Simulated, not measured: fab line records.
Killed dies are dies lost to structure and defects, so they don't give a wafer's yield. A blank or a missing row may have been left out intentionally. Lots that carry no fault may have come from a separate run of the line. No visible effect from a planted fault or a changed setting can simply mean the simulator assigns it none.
What tool caused it? -- flow sky130 -- 12 lots, 36 wafers sampled, at 6 steps of a route of 708

## WHAT EACH GAUGE READ, for each wafer
SKY_LDD_HVN_TW_MEAS_10. Usual: LDD_HVN_TW 1444, standard deviation 8.9.
lot,measured,on,LDD_HVN_TW,flag
L371,day 20 09:01,film_metro-01,1460 1457 1457,
L373,day 21 01:51,film_metro-03,1433 1442 1435,
L374,day 21 21:26,film_metro-01,1440 1446 1447,
L376,day 22 16:02,film_metro-03,1445 1444 1448,
L378,day 23 13:17,film_metro-02,1440 1440 1444,
L383,day 25 10:47,film_metro-02,1438 1442 1442,
L387,day 26 08:32,film_metro-02,1445 1435 1437,
L388,day 27 02:38,film_metro-03,1437 1438 1441,
L390,day 27 11:15,film_metro-03,1442 1441 1439,
L392,day 28 03:40,film_metro-01,1454 1451 1445,
L393,day 28 13:20,film_metro-01,1445 1454 1446,
L394,day 28 18:51,film_metro-02,1432 1431 1436,

SKY_SD_N_TW_MEAS_12. Usual: SD_N_TW 3987, standard deviation 23.
lot,measured,on,SD_N_TW,flag
L371,day 28 04:49,film_metro-02,3985 3965 3968,
L373,day 28 21:22,film_metro-02,3984 3980 3965,
L374,day 29 14:07,film_metro-01,4035 4019 4053,
L376,day 30 05:58,film_metro-02,3952 3944 3970,
L378,day 31 04:31,film_metro-02,3974 3973 3937,
L383,day 32 19:34,film_metro-02,3978 3972 3957,
L387,day 33 15:22,film_metro-02,3987 3980 3986,
L388,day 34 05:44,film_metro-02,3958 3969 3978,
L390,day 34 15:16,film_metro-01,3992 4006 4016,
L392,day 35 06:05,film_metro-03,3962 4004 3995,
L393,day 35 15:28,film_metro-01,3992 4037 4006,
L394,day 35 20:19,film_metro-02,3961 3959 3941,

SKY_SD_N_RS_MEAS_16: measurement is done with a four-point probe. Usual: SD_N_RS 68.54 ohm/sq, standard deviation 0.13.
lot,measured,on,SD_N_RS (ohm/sq),flag
L371,day 28 05:07,film_metro-03,68.68 68.53 68.54,
L373,day 28 21:39,film_metro-02,68.50 68.33 68.39,
L374,day 29 14:25,film_metro-02,68.54 68.64 68.69,
L376,day 30 06:15,film_metro-01,72.66 72.63 72.63,OFF
L378,day 31 04:50,film_metro-01,72.37 72.44 72.35,OFF
L383,day 32 19:51,film_metro-03,68.60 68.60 68.58,
L387,day 33 15:39,film_metro-02,68.64 68.36 68.53,
L388,day 34 06:01,film_metro-01,68.34 68.48 68.45,
L390,day 34 15:34,film_metro-02,68.47 68.54 68.58,
L392,day 35 06:23,film_metro-02,68.45 68.70 68.56,
L393,day 35 15:46,film_metro-03,68.78 68.90 68.71,
L394,day 35 20:35,film_metro-02,68.60 68.50 68.46,

SKY_SD_N_RS_MEAS_17: measurement is done with a four-point probe. Usual: SD_P_RS 147.0 ohm/sq, standard deviation 0.4.
lot,measured,on,SD_P_RS (ohm/sq),flag
L371,day 28 05:14,film_metro-03,147.2 147.1 146.9,
L373,day 28 21:46,film_metro-02,147.1 146.9 146.6,
L374,day 29 14:32,film_metro-02,147.7 147.6 147.6,
L376,day 30 06:22,film_metro-01,171.3 170.4 170.9,OFF
L378,day 31 04:58,film_metro-01,170.3 170.7 170.3,OFF
L383,day 32 19:58,film_metro-03,147.1 146.6 146.5,
L387,day 33 15:46,film_metro-02,146.8 146.9 146.5,
L388,day 34 06:08,film_metro-01,146.7 146.6 146.4,
L390,day 34 15:41,film_metro-02,146.6 147.1 146.9,
L392,day 35 06:30,film_metro-02,147.1 147.8 147.1,
L393,day 35 15:53,film_metro-03,147.1 147.6 147.6,
L394,day 35 20:43,film_metro-02,146.8 147.1 147.0,

SKY_LI_CONTACT_RS_MEAS_22: measurement is done with a four-point probe. Usual: LI_CONTACT_W_RS 0.2835 ohm/sq, standard deviation 0.0026.
lot,measured,on,LI_CONTACT_W_RS (ohm/sq),flag
L371,day 29 11:19,film_metro-02,0.2816 0.2868 0.2822,
L373,day 30 03:49,film_metro-02,0.2800 0.2812 0.2839,
L374,day 30 20:42,film_metro-01,0.2819 0.2806 0.2824,
L376,day 31 12:55,film_metro-03,0.2848 0.2808 0.2833,
L378,day 32 11:38,film_metro-03,0.2834 0.2816 0.2843,
L383,day 34 00:50,film_metro-03,0.2808 0.2820 0.2814,
L387,day 34 19:22,film_metro-01,0.2835 0.2824 0.2862,
L388,day 35 10:26,film_metro-01,0.2831 0.2794 0.2825,
L390,day 35 20:34,film_metro-01,0.2784 0.2799 0.2774,
L392,day 36 10:52,film_metro-01,0.2820 0.2831 0.2835,
L393,day 36 19:55,film_metro-01,0.2853 0.2855 0.2859,
L394,day 37 00:40,film_metro-02,0.2848 0.2832 0.2834,

## WHICH TOOL RAN EACH LOT (tool, then ch and the chambers of the sampled wafers, then the start)
lot,SKY_SD_N_RTA_14
L371,"rtp_anneal-02 ch 0, day 28 04:56"
L373,"rtp_anneal-02 ch 0, day 28 21:29"
L374,"rtp_anneal-01 ch 0, day 29 14:14"
L376,"rtp_anneal-01 ch 0, day 30 06:05"
L378,"rtp_anneal-01 ch 0, day 31 04:40"
L383,"rtp_anneal-02 ch 0, day 32 19:41"
L387,"rtp_anneal-02 ch 0, day 33 15:29"
L388,"rtp_anneal-01 ch 0, day 34 05:50"
L390,"rtp_anneal-01 ch 0, day 34 15:22"
L392,"rtp_anneal-01 ch 0, day 35 06:11"
L393,"rtp_anneal-02 ch 0, day 35 15:35"
L394,"rtp_anneal-01 ch 0, day 35 20:25"
- SKY_SD_N_RTA_14: time 2 s.

## WHAT THE TOOLS THEMSELVES READ (means of the sampled wafers that have a number; where no wafer has one, the mark that the record gives instead)
SKY_SD_N_RTA_14. Usual: lamp_power_pct 15.73 %, standard deviation 0.052; ramp_up_c_per_s 150.00, standard deviation 0.03; wafer_temp_C_max 1078.0, standard deviation 1.1.
lot,tool,lamp_power_pct (%),ramp_up_c_per_s,wafer_temp_C_max,flag
L371,rtp_anneal-02,15.73,149.99,1078.0,
L373,rtp_anneal-02,15.68,150.01,1078.0,
L374,rtp_anneal-01,15.70,149.97,1078.2,
L376,rtp_anneal-01,14.84,150.01,1078.6,OFF
L378,rtp_anneal-01,14.83,150.02,1078.1,OFF
L383,rtp_anneal-02,15.75,150.03,1078.9,
L387,rtp_anneal-02,15.75,150.01,1077.8,
L388,rtp_anneal-01,15.77,150.00,1078.4,
L390,rtp_anneal-01,15.75,149.97,1077.7,
L392,rtp_anneal-01,15.78,150.01,1078.4,
L393,rtp_anneal-02,15.72,150.02,1077.1,
L394,rtp_anneal-01,15.71,150.03,1078.1,

## THE ANSWER, worked out from the rows above alone
Rule: take the mean of a lot's wafers that have a number; if it is more than 3 standard deviations from the usual mean, the lot is off. A lot without any number at a reading at which 4 lots or more have one is off too. All remaining lots with rows at the step are treated as sound. Order of review: gauges by route order, followed by the tools' own readings, for which a lot's mean as printed above is used. The first step at which some lot is off is used, and at that step the reading that is off furthest; a lot without a number counts as furthest.
Off: L376, L378, at SKY_SD_N_RS_MEAS_16 (SD_N_RS).
If a tool, at a process step before that reading, ran all the lots that are off and no sound lot after the first of them, it fits. The gauges at SKY_SD_N_RS_MEAS_16 aren't tried: what is off there is off at SKY_SD_N_RTA_14 too, on other tools, and a gauge's error can't cause that. No candidate that was tried fits.

## WHAT THE SIMULATOR HAD INSERTED
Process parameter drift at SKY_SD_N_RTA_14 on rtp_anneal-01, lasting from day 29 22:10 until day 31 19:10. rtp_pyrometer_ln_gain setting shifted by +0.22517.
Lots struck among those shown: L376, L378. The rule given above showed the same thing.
